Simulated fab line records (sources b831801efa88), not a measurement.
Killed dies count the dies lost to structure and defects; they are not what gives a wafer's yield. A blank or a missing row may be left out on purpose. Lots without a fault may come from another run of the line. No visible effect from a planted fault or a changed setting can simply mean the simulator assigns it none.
fab line records ; flow sky130
record lots=7; wafers=18; last-day=49
route steps=708 shown VIA1@467 PAD_OPEN@708
lots untouched by any fault: they come from a run of this same line in which no faults occurred
start-h: hours from the record's first day to the start of the lot's first wafer shown ; wait-h: hours elapsed since this lot's preceding step ; " same as the row above ; L1.1+2: a row that stands for several wafers ; - either no value or no given start ; * or withheld: withheld ; < > ~ a bound
route shown NAME@n: names a module that has steps shown in the file, with the first one's number in the route ; usual: mean and standard deviation over wafers with no fault ; same: alike in all rows ; chamber/n: place in a boat ; sites: the reading at each site ; _std_site: standard deviation of those values ; _edge_site: outer sites' mean less inner sites' ; radius-mm: how far each site lies from the wafer's centre ; mask NAME#n: copy n ; behind: the tool/chamber that last shaped the wafer ; hold: reason for holding the lot/hours on hold/outcome of the hold ; device: the n, p or np transistor that did not switch ; end of line: the same wafers' tests at the end of the route ; step lacking rows: just its recipe ; killed: not the wafer's yield, but the dies lost to structure and defects at the first sort ; map: a wafer's dies, marking killed ones x, the rest . and places with no die _
set.NAME: the setting as run; set.NAME@STEP: as run at that earlier step ; model.NAME: the simulator's own value behind a step, which no gauge read
certain route steps with their lots: each step a table, each wafer a row
services: when a tool's chamber went out of use (start-h, in hours from the record's first day, below 0 if earlier), for how many hours, and the reason
## steps
# step SKY_VIA1_EXPOSE_09
# recipe mask-id=VIM; na=0.8; source-shape=annular; sigma-inner=0.55; sigma-outer=0.85; target-cd-nm=150; dose-mj=38
# step SKY_VIA1_PEB_10
# recipe peb-temp-c=withheld; peb-time-s=withheld; resist=KrF-thick
# step SKY_VIA1_DEVELOP_11
# recipe develop-time-s=60; resist=KrF-thick; dev-temp-c=21
# step SKY_VIA1_CD_MEAS_12
# recipe target-cd-nm=150
# usual cd-nm=150.3/1.9
lot.wafer;tool;chamber;start-h;wait-h;cd-nm
L781.1;cd-sem-02;-;811.21;-;152.0
L781.2;cd-sem-02;-;811.21;-;152.5
L781.5;cd-sem-02;-;811.21;-;152.8
L785.1;cd-sem-01;-;843.04;-;151.7
L785.5;cd-sem-01;-;843.04;-;150.2
L785.6;cd-sem-01;-;843.04;-;149.6
L787.2;cd-sem-02;-;856.66;-;148.4
L787.4;cd-sem-02;-;856.66;-;149.6
L787.5;cd-sem-02;-;856.66;-;149.1
L789.3;cd-sem-01;-;871.13;-;149.4
L789.4;cd-sem-01;-;871.13;-;148.2
L789.5;cd-sem-01;-;871.13;-;149.7
L795.1;cd-sem-01;-;910.44;-;149.0
L795.5;cd-sem-01;-;910.44;-;151.8
L796.1;cd-sem-01;-;921.25;-;153.0
L796.4;cd-sem-01;-;921.25;-;152.8
L797.1;cd-sem-02;-;926.49;-;153.4
L797.4;cd-sem-02;-;926.49;-;152.8
# step SKY_VIA1_OVL_MEAS_13
# usual VIA1_OVL=-2/4.6
lot.wafer;tool;chamber;start-h;wait-h;VIA1_OVL[nm]
L781.1;overlay-01;-;811.33;0.1;0
L781.2;overlay-01;-;811.33;0.1;-3
L781.5;overlay-01;-;811.33;0.1;-3
L785.1;overlay-02;-;843.16;0.1;2
L785.5;overlay-02;-;843.16;0.1;3
L785.6;overlay-02;-;843.16;0.1;-4
L787.2;overlay-01;-;856.76;0.1;-4
L787.4;overlay-01;-;856.76;0.1;0
L787.5;overlay-01;-;856.76;0.1;-2
L789.3;overlay-02;-;871.22;0.1;-13
L789.4;overlay-02;-;871.22;0.1;-11
L789.5;overlay-02;-;871.22;0.1;-5
L795.1;overlay-01;-;910.56;0.1;1
L795.5;overlay-01;-;910.56;0.1;-10
L796.1;overlay-02;-;921.37;0.1;-8
L796.4;overlay-02;-;921.37;0.1;-7
L797.1;overlay-01;-;926.61;0.1;5
L797.4;overlay-01;-;926.61;0.1;3
# step SKY_VIA1_ETCH_14
# recipe chemistry=N2/H2; target=BARC; ion-energy-ev=200; source-w=500; bias-w=100; pressure-mtorr=30; n2-flow-sccm=100; h2-flow-sccm=200; stop-on=SiO2; time-s=45.9; target-depth-a=600
# usual chamber-pressure-mTorr=30.003/0.028; drypump-motor-current-A=5.7/0.34; h2-flow-sccm=200.0/0.63; oes-product-au=0.855/0.0045; rf-fwd-power-W=495.0/2.2; throttle-valve-pct=13.225/0.0095
lot.wafer;tool;chamber;start-h;wait-h;chamber-pressure-mTorr;drypump-motor-current-A;h2-flow-sccm;oes-product-au;rf-fwd-power-W;rf-hours-counter-h;throttle-valve-pct
L781.1;rie-diel-04;3;811.36;0.0;29.970;6.1;200.6;0.855;491.0;4;13.211
L781.2;rie-diel-04;0;811.36;0.0;29.983;5.9;200.3;0.857;495.1;7;13.234
L781.5;rie-diel-04;1;811.36;0.0;29.989;5.9;200.2;0.864;496.7;-;13.221
L785.1;rie-diel-04;2;843.19;0.0;29.961;5.2;199.8;0.852;492.4;0;13.216
L785.5;rie-diel-04;0;843.19;0.0;30.006;5.9;199.8;0.852;496.0;-;13.219
L785.6;rie-diel-04;1;843.19;0.0;29.995;5.8;200.1;0.852;498.6;-;13.216
L787.2;rie-diel-02;0;856.79;0.0;30.019;5.4;199.6;0.853;494.2;17;13.208
L787.4;rie-diel-02;3;856.79;0.0;29.978;5.2;199.5;0.855;494.6;10;13.234
L787.5;rie-diel-02;0;856.79;0.0;30.008;5.4;199.2;0.859;495.2;-;13.219
L789.3;rie-diel-01;0;871.24;0.0;29.994;6.6;199.3;0.858;493.4;11;13.222
L789.4;rie-diel-01;2;871.24;0.0;29.972;5.7;199.4;0.853;499.4;6;13.228
L789.5;rie-diel-01;2;871.24;0.0;30.005;5.7;200.6;0.851;499.6;-;13.217
L795.1;rie-diel-04;3;910.59;0.0;30.038;6.1;201.3;0.858;497.1;7;13.220
L795.5;rie-diel-04;1;910.59;0.0;30.004;5.9;200.4;0.861;497.8;-;13.213
L796.1;rie-diel-02;2;921.41;0.0;29.992;5.6;201.0;0.854;491.7;24;13.239
L796.4;rie-diel-02;3;921.41;0.0;29.986;5.2;200.1;0.854;493.7;13;13.218
L797.1;rie-diel-01;3;926.64;0.0;30.027;5.8;199.0;0.851;493.4;6;13.205
L797.4;rie-diel-01;0;926.64;0.0;29.938;6.6;199.7;0.857;494.0;12;13.230
# step SKY_VIA1_ETCH_15
# recipe target=SiO2; chemistry=C4F8/O2/Ar; target-depth-nm=351; stop-on=TiN; mask-material=KrF-thick; source-w=1500; bias-w=1200; pressure-mtorr=40; c4f8-flow-sccm=withheld; O2_flow_sccm=6; Ar_flow_sccm=300; time-s=54
# usual chamber-pressure-mTorr=40.00/0.037; oes-product-au=0.982/0.0054; rf-fwd-power-W=1486/6.3
lot.wafer;tool;chamber;start-h;wait-h;chamber-pressure-mTorr;oes-product-au;rf-fwd-power-W;rf-hours-counter-h
L781.1;rie-diel-04;3;811.41;0.0;40.00;0.987;1486;4
L781.2;rie-diel-04;0;811.41;0.0;40.01;0.977;1493;7
L781.5;rie-diel-04;1;811.41;0.0;40.04;0.982;1490;-
L785.1;rie-diel-04;2;843.23;0.0;39.96;0.977;1485;0
L785.5;rie-diel-04;0;843.23;0.0;39.90;0.986;1483;-
L785.6;rie-diel-04;1;843.23;0.0;40.03;0.980;1495;-
L787.2;rie-diel-02;0;856.83;0.0;40.02;0.990;1480;17
L787.4;rie-diel-02;3;856.83;0.0;40.02;0.964;1487;11
L787.5;rie-diel-02;0;856.83;0.0;40.06;0.983;1482;-
L789.3;rie-diel-01;0;871.28;0.0;40.01;0.979;1481;11
L789.4;rie-diel-01;2;871.28;0.0;40.01;0.982;1490;6
L789.5;rie-diel-01;2;871.28;0.0;39.96;0.981;1489;-
L795.1;rie-diel-04;3;910.63;0.0;39.99;0.982;1480;7
L795.5;rie-diel-04;1;910.63;0.0;40.02;0.968;1488;-
L796.1;rie-diel-02;2;921.45;0.0;39.97;0.980;1470;24
L796.4;rie-diel-02;3;921.45;0.0;40.03;0.981;1482;13
L797.1;rie-diel-01;3;926.68;0.0;40.03;0.974;1482;6
L797.4;rie-diel-01;0;926.68;0.0;40.01;0.985;1488;12
# step SKY_VIA1_STRIP_16
# recipe chemistry=O2/N2; power-w=1400; pressure-mtorr=1500; platen-temp-c=withheld; o2-flow-sccm=3000; n2-flow-sccm=300; overash-fraction=0.5
# usual chamber-pressure-mTorr=1500.1/1.4; drypump-motor-current-A=5.6/0.52; oes-product-au=0.416/0.0042; strip-time-to-endpoint-s=4.469/0.019
lot.wafer;tool;chamber;start-h;wait-h;chamber-pressure-mTorr;drypump-motor-current-A;oes-product-au;rf-hours-counter-h;strip-time-to-endpoint-s
L781.1;plasma-asher-02;0;811.45;0.0;1501.4;6.0;0.403;100;4.436
L781.2;plasma-asher-02;1;811.45;0.0;1500.0;4.8;0.424;100;4.457
L781.5;plasma-asher-02;0;811.45;0.0;1500.4;6.0;0.416;-;4.461
L785.1;plasma-asher-02;0;843.28;0.0;1497.4;6.1;0.424;104;4.484
L785.5;plasma-asher-02;1;843.28;0.0;1497.9;4.8;0.411;-;4.484
L785.6;plasma-asher-02;0;843.28;0.0;1500.4;6.0;0.415;-;4.487
L787.2;plasma-asher-03;1;856.88;0.0;1499.4;5.4;0.420;71;4.473
L787.4;plasma-asher-03;0;856.88;0.0;1499.6;6.1;0.421;-;4.490
L787.5;plasma-asher-03;1;856.88;0.0;1499.9;5.4;0.421;-;4.501
L789.3;plasma-asher-01;1;871.36;0.1;1501.0;6.1;0.411;-;4.471
L789.4;plasma-asher-01;0;871.36;0.1;1499.9;5.2;0.419;-;4.496
L789.5;plasma-asher-01;1;871.36;0.1;1502.1;6.0;0.417;-;4.477
L795.1;plasma-asher-02;0;910.68;0.0;1501.4;6.0;0.414;112;4.481
L795.5;plasma-asher-02;1;910.68;0.0;1501.2;4.8;0.419;-;4.476
L796.1;plasma-asher-01;0;921.50;0.0;1499.2;5.2;0.411;48;4.489
L796.4;plasma-asher-01;0;921.50;0.0;1499.7;5.2;0.411;-;4.461
L797.1;plasma-asher-01;0;926.73;0.0;1497.9;5.2;0.422;49;4.492
L797.4;plasma-asher-01;0;926.73;0.0;1501.6;5.2;0.410;-;4.463
# step SKY_VIA1_STRIP_17
# recipe chemistry=post-etch-residue-remover; time-s=1200; temp-c=72.5
# step SKY_VIA1_CLEAN_18
# recipe chemistry=IPA; time-s=180; temp-c=25
# step SKY_VIA1_CLEAN_19
# recipe chemistry=O3/DIW; dry=n2-spin
# step SKY_VIA1_SPUTTER_20
# recipe material=TiN; target-thk-nm=20; chamber-pressure-pa=5; power-w=4000; time-s=80
# usual throttle-valve-pct=29.4/1
lot.wafer;tool;chamber;start-h;wait-h;throttle-valve-pct
L781.1;pvd-sputter-01;-;812.04;0.0;31.2
L781.2;pvd-sputter-01;-;812.04;0.0;27.3
L781.5;pvd-sputter-01;-;812.04;0.0;29.2
L785.1;pvd-sputter-01;-;843.88;0.0;30.9
L785.5;pvd-sputter-01;-;843.88;0.0;30.0
L785.6;pvd-sputter-01;-;843.88;0.0;27.5
L787.2;pvd-sputter-03;-;857.51;0.0;28.3
L787.4;pvd-sputter-03;-;857.51;0.0;29.4
L787.5;pvd-sputter-03;-;857.51;0.0;28.4
L789.3;pvd-sputter-03;-;872.33;0.0;30.4
L789.4;pvd-sputter-03;-;872.33;0.0;28.5
L789.5;pvd-sputter-03;-;872.33;0.0;30.2
L795.1;pvd-sputter-04;-;911.36;0.0;28.7
L795.5;pvd-sputter-04;-;911.36;0.0;29.3
L796.1;pvd-sputter-01;-;922.12;0.0;29.6
L796.4;pvd-sputter-01;-;922.12;0.0;27.4
L797.1;pvd-sputter-01;-;927.33;0.0;31.0
L797.4;pvd-sputter-01;-;927.33;0.0;27.7
# step SKY_VIA1_CVD_21
# recipe material=W; target-thk-nm=270; time-s=80.902; temp-c=400; pressure-torr=40
# usual heater-power-w=824/38
lot.wafer;tool;chamber;start-h;wait-h;heater-power-w;model.W_of_VIA1_CVD_21.thk-nm
L781.1;cvd-w-01;0;812.11;0.0;830;269.9
L781.2;cvd-w-01;1;812.11;0.0;772;266
L781.5;cvd-w-01;1;812.11;0.0;800;270.7
L785.1;cvd-w-02;1;843.95;0.0;892;266.9
L785.5;cvd-w-02;1;843.95;0.0;903;264.9
L785.6;cvd-w-02;0;843.95;0.0;845;272.3
L787.2;cvd-w-01;0;857.57;0.0;853;273.4
L787.4;cvd-w-01;1;857.57;0.0;755;266.3
L787.5;cvd-w-01;1;857.57;0.0;755;267
L789.3;cvd-w-01;0;872.42;0.1;848;269.9
L789.4;cvd-w-01;1;872.42;0.1;756;263.8
L789.5;cvd-w-01;1;872.42;0.1;781;264.6
L795.1;cvd-w-01;1;911.42;0.0;767;252.2
L795.5;cvd-w-01;0;911.42;0.0;831;253.4
L796.1;cvd-w-01;1;922.18;0.0;776;250.8
L796.4;cvd-w-01;1;922.18;0.0;794;264
L797.1;cvd-w-01;0;927.40;0.0;847;254.1
L797.4;cvd-w-01;1;927.40;0.0;760;267.9
# step SKY_VIA1_RS_MEAS_22
# recipe thk-meas-gauge=four-point-probe; reads=W_of_VIA1_CVD_21+TiN_of_VIA1_SPUTTER_20
# usual VIA1_W_RS=0.432/0.0047
lot.wafer;tool;chamber;start-h;wait-h;VIA1_W_RS[ohm/sq]
L781.1;film-metro-04;-;812.20;0.1;0.426
L781.2;film-metro-04;-;812.20;0.1;0.433
L781.5;film-metro-04;-;812.20;0.1;0.427
L785.1;film-metro-03;-;844.04;0.1;0.431
L785.5;film-metro-03;-;844.04;0.1;0.435
L785.6;film-metro-03;-;844.04;0.1;0.422
L787.2;film-metro-04;-;857.69;0.1;0.420
L787.4;film-metro-04;-;857.69;0.1;0.432
L787.5;film-metro-04;-;857.69;0.1;0.431
L789.3;film-metro-03;-;872.52;0.1;0.427
L789.4;film-metro-03;-;872.52;0.1;0.437
L789.5;film-metro-03;-;872.52;0.1;0.437
L795.1;film-metro-04;-;911.51;0.1;0.458
L795.5;film-metro-04;-;911.51;0.1;0.455
L796.1;film-metro-02;-;922.27;0.1;0.460
L796.4;film-metro-02;-;922.27;0.1;0.436
L797.1;film-metro-04;-;927.49;0.1;0.454
L797.4;film-metro-04;-;927.49;0.1;0.430
# step SKY_VIA1_THK_MEAS_23
# recipe thk-meas-gauge=xrf; reads=W_of_VIA1_CVD_21
# usual VIA1_W_THK=269/3.3
lot.wafer;tool;chamber;start-h;wait-h;VIA1_W_THK[nm]
L781.1;film-metro-04;-;812.32;0.1;273
L781.2;film-metro-04;-;812.32;0.1;268
L781.5;film-metro-04;-;812.32;0.1;273
L785.1;film-metro-03;-;844.16;0.1;267
L785.5;film-metro-03;-;844.16;0.1;265
L785.6;film-metro-03;-;844.16;0.1;273
L787.2;film-metro-04;-;857.80;0.1;275
L787.4;film-metro-04;-;857.80;0.1;267
L787.5;film-metro-04;-;857.80;0.1;269
L789.3;film-metro-03;-;872.62;0.1;273
L789.4;film-metro-03;-;872.62;0.1;266
L789.5;film-metro-03;-;872.62;0.1;265
L795.1;film-metro-04;-;911.63;0.1;252
L795.5;film-metro-04;-;911.63;0.1;255
L796.1;film-metro-02;-;922.39;0.1;255
L796.4;film-metro-02;-;922.39;0.1;269
L797.1;film-metro-04;-;927.61;0.1;255
L797.4;film-metro-04;-;927.61;0.1;270
# step SKY_VIA1_CMP_24
# recipe stop-on=SiO2; t-overpolish-s=15; down-force-psi=3.5; platen-rpm=60; target-thk-nm=0; pad-velocity-m-s=0.94248
# usual edge-zone-pressure-frac=1.000/0.0049; motor-current-A=9.9/1.1
lot.wafer;tool;chamber;start-h;wait-h;edge-zone-pressure-frac;motor-current-A
L781.1;cmp-01;3;812.43;0.1;0.996;10.0
L781.2;cmp-01;1;812.43;0.1;0.994;9.9
L781.5;cmp-01;3;812.43;0.1;0.993;10.3
L785.1;cmp-01;3;844.37;0.2;1.002;10.5
L785.6;cmp-01;0;844.37;0.2;1.002;9.7
L785.5;cmp-01;1;844.37;0.2;0.998;10.6
L787.4;cmp-01;0;857.90;0.1;0.995;9.5
L787.2;cmp-01;2;857.90;0.1;1.002;8.7
L787.5;cmp-01;0;857.90;0.1;0.999;9.2
L789.3;cmp-02;3;872.79;0.2;1.002;10.2
L789.4;cmp-02;0;872.79;0.2;1.004;9.0
L789.5;cmp-02;3;872.79;0.2;0.998;10.7
L795.1;cmp-02;3;911.69;0.1;1.003;11.1
L795.5;cmp-02;0;911.69;0.1;1.001;8.6
L796.1;cmp-02;3;922.45;0.1;1.002;10.4
L796.4;cmp-02;0;922.45;0.1;1.007;8.9
L797.1;cmp-01;1;927.72;0.1;1.004;10.3
L797.4;cmp-01;3;927.72;0.1;1.007;10.3
# step SKY_PAD_OPEN_PROBE_99
# usual defect-limited-yield=82.7/2; killed_at_M0_to_M3=42/7.7; killed_at_M4_up=3.1/1.9; killed-at-contacts=24/4.9; killed-at-front-end=15/4.6; killed-at-other=0.3/0.51; killed-dies=85/9.9; killed-on-rim=17/4.1; killed-open=47/7.1; killed-short=38/6.7; sort_bin_3_pad_short=0.9/0.46; sort_bin_5_function=10.1/1.5; sort_bin_6_memory=6.3/1.1; sort-n-pass=407/9.9; sort-yield-pct=82.7/2
# same gross-dies=492; killed-at-back-side=0; sort_bin_4_leakage[%]=0; sort_bin_8_speed[%]=0
lot.wafer;tool;chamber;start-h;wait-h;defect-limited-yield[%];killed_at_M0_to_M3;killed_at_M4_up;killed-at-contacts;killed-at-front-end;killed-at-other;killed-dies;killed-on-rim;killed-open;killed-short;sort_bin_3_pad_short[%];sort_bin_5_function[%];sort_bin_6_memory[%];sort-n-pass;sort-yield-pct[%]
L785.1;prober-01;-;1117.23;0.1;83.5;39;4;30;8;0;81;12;45;36;1.8;9.8;4.9;411;83.5
L785.5;prober-01;-;1117.43;0.2;84.3;31;2;30;14;0;77;20;45;32;0.8;8.9;5.9;415;84.3
L785.6;prober-01;-;1117.48;0.2;84.6;34;8;24;9;1;76;17;50;26;0.4;9.8;5.3;416;84.6
L787.2;prober-01;-;1126.43;0.1;83.5;45;2;17;17;0;81;19;42;39;0.6;11.0;4.9;411;83.5
L787.4;prober-01;-;1126.53;0.2;83.7;44;2;16;17;1;80;10;40;40;0.4;10.2;5.7;412;83.7
L787.5;prober-01;-;1126.58;0.2;83.7;42;2;27;8;1;80;20;45;35;0.6;8.3;7.3;412;83.7
L789.3;prober-01;-;1137.03;0.2;86.2;34;1;23;10;0;68;13;39;29;1.4;8.5;3.9;424;86.2
L789.4;prober-01;-;1137.08;0.2;82.1;46;1;26;15;0;88;13;47;41;0.8;12.4;4.7;404;82.1
L789.5;prober-01;-;1137.13;0.2;83.3;45;2;27;8;0;82;11;43;39;1.0;8.5;7.1;410;83.3
L795.1;prober-01;-;1165.96;0.1;85.0;35;1;22;16;0;74;13;37;37;0.2;9.1;5.7;418;85.0
L795.5;prober-01;-;1166.16;0.2;84.8;38;2;24;11;0;75;13;40;35;0.8;8.5;5.9;417;84.8
L796.4;prober-02;-;1173.68;0.2;78.9;49;5;29;21;0;104;24;51;53;2.4;11.4;7.3;388;78.9
L797.1;prober-01;-;1175.06;0.1;82.5;52;2;18;14;0;86;21;51;35;0.8;8.9;7.7;406;82.5
L797.4;prober-01;-;1175.21;0.2;86.4;36;3;18;10;0;67;10;39;28;0;8.5;5.1;425;86.4
# killed by level:class
L785.1 LI_CONTACT:geometric-particle:open=11 VIA1:geometric-particle:open=10 VIA3:geometric-particle:open=9 VIA1:geometric-particle:short=7 CONTACT:geometric-particle:open=7 LI_CONTACT:geometric-particle:short=5 LOCAL_INTERCONNECT:geometric-particle:short=4 METAL1:geometric-particle:short=3
L785.5 LI_CONTACT:geometric-particle:open=15 CONTACT:geometric-particle:open=7 VIA1:geometric-particle:open=6 VIA1:geometric-particle:short=5 FIELD_ISO:geometric-particle:open=4 FIELD_ISO:geometric-particle:short=4 CONTACT:geometric-particle:short=4 METAL2:geometric-particle:short=4
L785.6 VIA1:geometric-particle:open=11 CONTACT:geometric-particle:open=10 LI_CONTACT:geometric-particle:open=9 VIA3:geometric-particle:open=6 VIA2:geometric-particle:open=6 METAL4:geometric-particle:short=4 METAL1:geometric-particle:short=4 FIELD_ISO:geometric-particle:short=3
L787.2 VIA1:geometric-particle:open=11 VIA2:geometric-particle:open=9 SPACER:geometric-particle:open=5 CONTACT:geometric-particle:open=5 METAL1:geometric-particle:short=5 VIA3:geometric-particle:short=5 VIA3:geometric-particle:open=5 LI_CONTACT:geometric-particle:short=4
L787.4 LI_CONTACT:geometric-particle:open=8 VIA1:geometric-particle:open=7 METAL2:geometric-particle:short=7 VIA2:geometric-particle:open=6 VIA3:geometric-particle:open=6 FIELD_ISO:geometric-particle:short=4 VIA1:geometric-particle:short=4 METAL1:geometric-particle:short=4
L787.5 VIA1:geometric-particle:open=13 LI_CONTACT:geometric-particle:open=10 CONTACT:geometric-particle:open=7 VIA3:geometric-particle:open=7 LI_CONTACT:geometric-particle:short=6 METAL1:geometric-particle:short=5 VIA2:geometric-particle:open=4 FIELD_ISO:geometric-particle:short=3
L789.3 CONTACT:geometric-particle:open=8 VIA2:geometric-particle:open=8 CONTACT:geometric-particle:short=6 VIA3:geometric-particle:short=6 VIA3:geometric-particle:open=5 LI_CONTACT:geometric-particle:open=4 FIELD_ISO:geometric-particle:open=3 LOCAL_INTERCONNECT:geometric-particle:short=3
L789.4 VIA1:geometric-particle:open=9 VIA2:geometric-particle:open=9 CONTACT:geometric-particle:short=7 CONTACT:geometric-particle:open=7 POLY_GATE:geometric-particle:open=5 METAL1:geometric-particle:short=5 VIA2:geometric-particle:short=5 VIA3:geometric-particle:open=5
L789.5 VIA1:geometric-particle:open=13 LI_CONTACT:geometric-particle:open=8 CONTACT:geometric-particle:open=8 METAL2:geometric-particle:short=6 LI_CONTACT:geometric-particle:short=5 CONTACT:geometric-particle:short=5 METAL1:geometric-particle:short=5 VIA2:geometric-particle:open=5
L795.1 CONTACT:geometric-particle:open=8 METAL1:geometric-particle:short=7 VIA1:geometric-particle:open=6 FIELD_ISO:geometric-particle:short=5 VIA3:geometric-particle:open=5 LOCAL_INTERCONNECT:geometric-particle:open=4 CONTACT:geometric-particle:short=4 VIA2:geometric-particle:open=4
L795.5 CONTACT:geometric-particle:open=10 VIA1:geometric-particle:open=8 POLY_GATE:geometric-particle:open=4 LI_CONTACT:geometric-particle:short=4 LOCAL_INTERCONNECT:geometric-particle:open=4 METAL1:geometric-particle:short=4 VIA1:geometric-particle:short=4 METAL2:geometric-particle:short=4
L796.4 CONTACT:geometric-particle:open=10 LI_CONTACT:geometric-particle:open=9 VIA1:geometric-particle:open=9 VIA3:geometric-particle:open=7 VIA3:geometric-particle:short=7 VIA1:geometric-particle:short=6 METAL2:geometric-particle:short=6 METAL4:geometric-particle:short=5
L797.1 VIA1:geometric-particle:open=14 VIA3:geometric-particle:open=7 LI_CONTACT:geometric-particle:open=7 VIA1:geometric-particle:short=6 CONTACT:geometric-particle:open=6 METAL2:geometric-particle:short=6 VIA2:geometric-particle:open=6 FIELD_ISO:geometric-particle:open=5
L797.4 CONTACT:geometric-particle:open=11 VIA1:geometric-particle:open=10 VIA3:geometric-particle:open=6 METAL2:geometric-particle:short=5 METAL1:geometric-particle:short=4 FIELD_ISO:geometric-particle:short=3 POLY_GATE:geometric-particle:open=3 METAL4:geometric-particle:short=3
## services
tool;chamber;start-h;hours;kind
pvd-sputter-03;-;801.41;1.7;repair
rie-diel-04;2;801.44;-;clean
rie-diel-04;2;801.44;29.3;scheduled-down
rie-diel-04;2;801.44;29.3;vent-cycle
rie-diel-01;-;804.79;2.7;pm
plasma-asher-03;-;819.67;14.9;repair
rie-diel-01;0;834.03;5.8;repair
plasma-asher-01;-;846.64;14.6;pm
rie-diel-04;2;849.82;5.8;repair
cvd-w-02;-;850.45;0.5;repair
rie-diel-04;1;854.01;4.6;repair
pvd-sputter-03;-;858.67;1.6;repair
cmp-02;-;861.85;5.1;repair
pvd-sputter-01;-;872.07;2.3;repair
rie-diel-02;-;872.78;1.1;repair
cvd-w-02;-;904.00;14.0;pm
pvd-sputter-03;-;906.77;1.2;repair
plasma-asher-01;-;910.44;2.8;pm
cmp-01;-;912.00;4.0;pm
cmp-01;-;916.00;-;consumable-replace:conditioner
cmp-01;-;916.00;-;consumable-replace:pad
rie-diel-02;1;924.26;7.6;repair
rie-diel-02;3;925.04;5.1;repair
cmp-02;-;927.18;3.9;pm
## key
first-sign step=SKY_VIA1_RS_MEAS_22; reading=VIA1_W_RS; direction=up; sigmas=5.2; usual=0.432; struck=0.457
effect step=SKY_VIA1_THK_MEAS_23; reading=VIA1_W_THK; direction=down; sigmas=4.5; usual=269; struck=254
model-effect step=SKY_VIA1_CVD_21; value=W_of_VIA1_CVD_21.thk-nm; without=266.6; struck=252.6
met-at SKY_VIA1_CVD_21
struck-wafers L795.1,L795.5,L796.1,L797.1
onset-between 872.42 911.42
fault kind=process-parameter-drift; tool=cvd-w-01; chamber=-; onset-h=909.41; steps=SKY_VIA1_CVD_21; channel=target-thk-nm; offset=-14.088; shape=step; end-h=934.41; scope=struck-wafers-only; acts-in=these-recipes-only; stated=270
